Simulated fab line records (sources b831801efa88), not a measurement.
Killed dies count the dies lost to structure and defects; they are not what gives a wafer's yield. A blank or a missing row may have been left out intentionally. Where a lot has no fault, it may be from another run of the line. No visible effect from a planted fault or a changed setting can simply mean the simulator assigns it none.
Matching of chambers + flow gf180mcu + 3 sister chambers for GF_CONTACT_CVD_00 on hdpcvd-01
The step deposits SiO2, target thk 300 nm, time 50 s. 3 wafers are shown with their chamber, then 7 later ones without.

## EACH WAFER AND ITS CHAMBER
| wafer  | chamber | sih4FlowSccm (sccm) |
|--------|---------|---------------------|
| L779.6 | 0       | 59.55               |
| L787.2 | 2       | 60.11               |
| L787.3 | 1       | 60.07               |

## WAFERS WHOSE CHAMBER IS MISSING
| wafer  | sih4FlowSccm (sccm) |
|--------|---------------------|
| L787.4 | 60.06               |
| L789.2 | 59.78               |
| L789.4 | 60.15               |
| L789.6 | 60.10               |
| L791.1 | 59.97               |
| L791.4 | 60.03               |
| L791.6 | 60.05               |

## WHICH CHAMBER EACH WENT THROUGH
| wafer  | from the rows above          | in truth |
|--------|------------------------------|----------|
| L787.4 | can't be placed: 1 or 2      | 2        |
| L789.2 | can't be placed: 0 or 1 or 2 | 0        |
| L789.4 | can't be placed: 2 or 1      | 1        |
| L789.6 | can't be placed: 2 or 1      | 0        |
| L791.1 | can't be placed: 1 or 2      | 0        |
| L791.4 | can't be placed: 1 or 2      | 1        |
| L791.6 | can't be placed: 1 or 2      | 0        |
Correct placement for 0 of the 7. From these rows, 7 cannot be placed; in 4 the true chamber is one of the candidates. Placed wrongly: 0.
How it was worked out, from the rows above alone: a wafer's distance from a chamber is the root of the sum, over the readings, of the square of ((its reading less the chamber's mean) divided by the reading's scatter). If the next closest chamber is less than 2 further off than the closest, the wafer can't be placed; otherwise it belongs to the closest. A chamber's mean is the mean of its shown wafers. The scatter (one wafer shown for each chamber): square how far every hidden wafer sits from the nearest shown wafer, average those squares and take the square root.
